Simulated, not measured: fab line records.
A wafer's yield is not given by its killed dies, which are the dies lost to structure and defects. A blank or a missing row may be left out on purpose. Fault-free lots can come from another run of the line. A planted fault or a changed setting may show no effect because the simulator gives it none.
Comparing a struck lot with a sound one || flow sky130 || 25 out of 708 route steps
Sound: these wafers, L322.1, L322.5, L322.6. Struck: wafers L339.1, L339.2, L339.6. The cause comes at the end.
Order at every step that has rows: each side's tool, ch and its chambers, its first start. Under that, the readings that differ: sound wafers || struck wafers || difference of the means || sigmas: that difference in standard deviations of wafers without a fault.
alike: readings with means less than 2 such deviations apart, plus words and numbers identical on both sides. not compared: withheld readings, readings lacking a value on some wafer, bounds such as >300 that could conceal the same value, and numbers that have no deviation in the record and whose values overlap.
Wherever a step has rows on one side only, a row that says differs or no value, or a row with sigmas, the two part there. When numbers do not overlap yet have no deviation, they are printed without sigmas and do not part them. A reading that every wafer of one side lacks parts them only if that side has two wafers or more.

first, 9 steps without rows for these wafers: SKY_LI_CONTACT_ETCH_14 (etches BARC in N2/H2, stops on SiO2, time 45.9 s, target depth 60 nm); SKY_LI_CONTACT_ETCH_15 (etches PSG in C4F8/O2/Ar, stops on Si, target depth 600 nm); SKY_LI_CONTACT_STRIP_16 (strips in O2/N2); SKY_LI_CONTACT_CLEAN_17 (cleans in NMP, time 600 s); SKY_LI_CONTACT_PRE_CLEAN_18 (time 5.6 s); SKY_LI_CONTACT_SPUTTER_19 (material Ti, target thk 20 nm, time 106.37 s); SKY_LI_CONTACT_SPUTTER_20 (material TiN, target thk 20 nm, time 80 s); SKY_LI_CONTACT_CVD_21 (deposits W, target thk 400 nm, time 120.56 s); SKY_LI_CONTACT_CMP_24 (polishes, stops on PSG, t overpolish 20 s, target thk 0 nm).
SKY_LOCAL_INTERCONNECT_SPUTTER_00: material TiN, target thk 100 nm, time 83.3 s.
  struck on pvdSputter-02, day 36 09:31; sound on pvdSputter-03, day 31 01:19
{"reading": "model.TiN_of_LOCAL_INTERCONNECT_SPUTTER_00.thkNm (nm)", "sound": "101 101.1 101.3", "struck": "75.17 75.24 75.99", "difference": -25.67, "sigmas": ""}
  alike: throttleValvePct
SKY_LOCAL_INTERCONNECT_RS_MEAS_01: measures by four-point-probe.
  struck on filmMetro-04, day 36 09:52; sound on filmMetro-01, day 31 01:22
{"reading": "LOCAL_INTERCONNECT_TIN_RS (ohm/sq)", "sound": "13.95 13.96 13.93", "struck": "19.05 19.07 18.83", "difference": "+5.04", "sigmas": "+31"}
  not compared: hold
SKY_LOCAL_INTERCONNECT_THK_MEAS_02: measures by xrf.
  struck on filmMetro-04, day 36 16:25; sound on filmMetro-01, day 31 01:29
{"reading": "LOCAL_INTERCONNECT_TIN_THK (nm)", "sound": "101.0 101.3 101.6", "struck": "75.0 75.2 75.8", "difference": -26.0, "sigmas": -24}
  not compared: hold
then, 8 steps without rows for these wafers: SKY_LOCAL_INTERCONNECT_HMDS_04 (prime time 60 s); SKY_LOCAL_INTERCONNECT_COAT_05 (resist thk 60 nm); SKY_LOCAL_INTERCONNECT_COAT_06 (resist thk 450 nm); SKY_LOCAL_INTERCONNECT_SOFTBAKE_07 (time 90 s); SKY_LOCAL_INTERCONNECT_EXPOSE_08 (exposes mask LI1M, target cd 170 nm); SKY_LOCAL_INTERCONNECT_PEB_09; SKY_LOCAL_INTERCONNECT_DEVELOP_10 (develop time 60 s); SKY_LOCAL_INTERCONNECT_ETCH_13 (etches BARC in N2/H2, stops on SiO2, time 45.9 s, target depth 60 nm).
SKY_LOCAL_INTERCONNECT_METAL_ETCH_14: etches TiN in Cl2/BCl3, stops on PSG, target depth 110 nm, time 31.4 s.
  sound on rieMetal-03 ch 0,1, day 32 04:59; struck on rieMetal-01 ch 0,1, day 37 11:25
{"reading": "oesProductAu (a.u.)", "sound": "0.950 0.948 0.958", "struck": "0.793 0.807 0.810", "difference": -0.149, "sigmas": -18}
{"reading": "throttleValvePct (%)", "sound": "21.893 21.880 21.891", "struck": "21.986 21.992 21.965", "difference": "+0.093", "sigmas": "+8"}
  alike: chamberPressureMTorr, drypumpMotorCurrentA
  not compared: rfHoursCounterH
then, 1 step without rows for these wafers: SKY_LOCAL_INTERCONNECT_STRIP_15 (strips in O2/N2).
SKY_LOCAL_INTERCONNECT_STRIP_16: strips in post etch residue remover, time 1200 s.
  sound on wetBench-02 ch 2, day 32 05:08; struck on wetBench-03 ch 1, day 37 11:34
{"reading": "bathGuardTempC (C)", "sound": "73.5 73.2 73.0", "struck": "72.1 72.0 71.9", "difference": -1.2, "sigmas": -3}
{"reading": "model.TiN_of_LOCAL_INTERCONNECT_SPUTTER_00.thkNm (nm)", "sound": "100.6 100.7 100.9", "struck": "74.75 74.81 75.56", "difference": -25.69, "sigmas": ""}
then, 1 step without rows for these wafers: SKY_LOCAL_INTERCONNECT_CLEAN_17 (cleans in IPA, time 180 s).
-- a jump in the record: the struck wafers' starts before and after are 13 days apart (it breaks off in module LOCAL_INTERCONNECT and resumes in module PAD_OPEN, where the first step shown is number 708 of the route) --
SKY_PAD_OPEN_PROBE_99:
  struck on prober-01, day 50 17:52; sound on prober-02, day 47 02:34
{"reading": "model.etest.resLi.lineOhmUm", "sound": "75.94 74.03 74.72", "struck": "99.29 99.47 98.07", "difference": "+24.05", "sigmas": ""}
{"reading": "model.etest.resLi.rsOhmSq", "sound": "12.69 12.58 12.67", "struck": "17.12 16.98 16.96", "difference": "+4.37", "sigmas": ""}
{"reading": "model.etest.mconChain.rcOhm", "sound": "16.71 16.74 16.58", "struck": "19.3 18.38 19.54", "difference": "+2.4", "sigmas": ""}
  alike: killed_at_M0_to_M3, killed_at_M4_up, killedAtContacts, killedAtFrontEnd, killedAtOther, killedDies, killedOpen, killedShort

WHERE THEY PART
At SKY_LOCAL_INTERCONNECT_RS_MEAS_01 first; at SKY_LOCAL_INTERCONNECT_STRIP_16 last (within this record only). Later steps at which nothing parts them and some readings are alike: SKY_PAD_OPEN_PROBE_99.

WHY: the cause the simulator had injected
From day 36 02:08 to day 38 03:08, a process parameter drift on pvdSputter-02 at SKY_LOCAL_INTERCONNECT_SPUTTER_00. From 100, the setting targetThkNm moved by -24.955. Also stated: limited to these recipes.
